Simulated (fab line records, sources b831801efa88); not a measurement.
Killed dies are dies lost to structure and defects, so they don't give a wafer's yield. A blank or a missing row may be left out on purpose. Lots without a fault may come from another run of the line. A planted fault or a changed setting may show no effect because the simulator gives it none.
A struck lot beside a sound one | flow sky130 | 15 steps out of a route of 708
Sound: wafers L929.3, L929.4, L929.5. Struck: wafer L933.2. (L933.1, L933.6 of the same lot were not struck and are left out.) The cause comes at the end.
At each step with rows: each side's tool, then ch and its chambers, then its first start. Under that, the readings that differ: sound wafers | struck wafers | difference of the means | sigmas: that difference in standard deviations of wafers without a fault.
alike: readings whose means differ by less than 2 such deviations, and words and numbers that are the same on both sides. not compared: withheld readings, readings that some wafer has no value for, bounds like >300 that may hide the same value, and numbers for which the record gives no deviation and whose values overlap.
The two part at a step that has a row with sigmas, a row that says differs or no value, or rows on one side only. Numbers that don't overlap but have no deviation are shown without sigmas and don't part them. A reading that every wafer of one side lacks parts them only if that side has two wafers or more.

SKY_VIA2_STRIP_16: strips in O2/N2.
  sound on plasma_asher-03 ch 0,1, day 40 06:20; struck on plasma_asher-04 ch 0, day 41 14:00
  reading                | sound | struck | difference                   | sigmas
  rf_hours_counter_h (h) | - - - | 22     | no value on the sound wafers |
  alike: drypump_motor_current_A, oes_product_au, strip_time_to_endpoint_s
then, 5 steps without rows for these wafers: SKY_VIA2_STRIP_17 (strips in post etch residue remover, time 1200 s); SKY_VIA2_CLEAN_18 (cleans in IPA, time 180 s); SKY_VIA2_CLEAN_19 (cleans in O3/DIW); SKY_VIA2_SPUTTER_20 (material TiN, target thk 20 nm, time 80 s); SKY_VIA2_CVD_21 (deposits W, target thk 420 nm, time 126.4 s).
SKY_VIA2_RS_MEAS_22: measures by four-point-probe.
  sound on film_metro-03, day 40 07:08; struck on film_metro-03, day 41 14:47
  alike: VIA2_W_RS
SKY_VIA2_THK_MEAS_23: measures by xrf.
  sound on film_metro-03, day 40 07:14; struck on film_metro-03, day 41 14:54
  alike: VIA2_W_THK
SKY_VIA2_CMP_24: polishes, stops on SiO2, t overpolish 20 s, target thk 0 nm.
  sound on cmp-02 ch 0,1,3, day 40 07:22; struck on cmp-01 ch 2, day 41 15:01
  alike: motor_current_A, overpolish_run_s, time_to_endpoint_s
SKY_METAL3_SPUTTER_00: material Ti, target thk 15 nm, time 10 s.
  sound on pvd_sputter-04, day 40 07:40; struck on pvd_sputter-04, day 41 15:16
  alike: throttle_valve_pct
then, 1 step without rows for these wafers: SKY_METAL3_SPUTTER_01 (material TiN, target thk 20 nm, time 16.7 s).
SKY_METAL3_SPUTTER_02: material AlCu, target thk 735 nm, time 39.1 s.
  sound on pvd_sputter-04, day 40 07:43; struck on pvd_sputter-04, day 41 15:19
  alike: throttle_valve_pct
SKY_METAL3_SPUTTER_03: material Ti, target thk 5 nm, time 3.3 s.
  sound on pvd_sputter-04, day 40 07:46; struck on pvd_sputter-04, day 41 15:21
  reading                                   | sound             | struck | difference | sigmas
  model.Ti_of_METAL3_SPUTTER_03.thk_nm (nm) | 5.033 5.101 5.035 | 6.405  | +1.349     |
  alike: throttle_valve_pct
SKY_METAL3_SPUTTER_04: material TiN, target thk 70 nm, time 58.3 s.
  sound on pvd_sputter-04, day 40 07:47; struck on pvd_sputter-04, day 41 15:22
  alike: throttle_valve_pct
-- the record jumps here: 8 days lie between the struck wafers' starts before and after (it left off in module METAL3 and takes up again in module PAD_OPEN, whose first step shown is number 708 of the route) --
SKY_PAD_OPEN_PROBE_99:
  sound on prober-02, day 48 20:57; struck on prober-01, day 49 20:49
  reading     | sound    | struck | difference | sigmas
  killed_open | 32 46 33 | 52     | +15        | +2
  alike: defect_limited_yield, killed_at_M0_to_M3, killed_at_M4_up, killed_at_contacts, killed_at_front_end, killed_at_other, killed_dies, killed_short, sort_bin_3_pad_short, sort_bin_5_function, sort_bin_6_memory, sort_n_pass, sort_yield_pct

WHERE THEY PART
First at SKY_VIA2_STRIP_16; last, within this record, at SKY_PAD_OPEN_PROBE_99.

WHY: what the simulator had put in
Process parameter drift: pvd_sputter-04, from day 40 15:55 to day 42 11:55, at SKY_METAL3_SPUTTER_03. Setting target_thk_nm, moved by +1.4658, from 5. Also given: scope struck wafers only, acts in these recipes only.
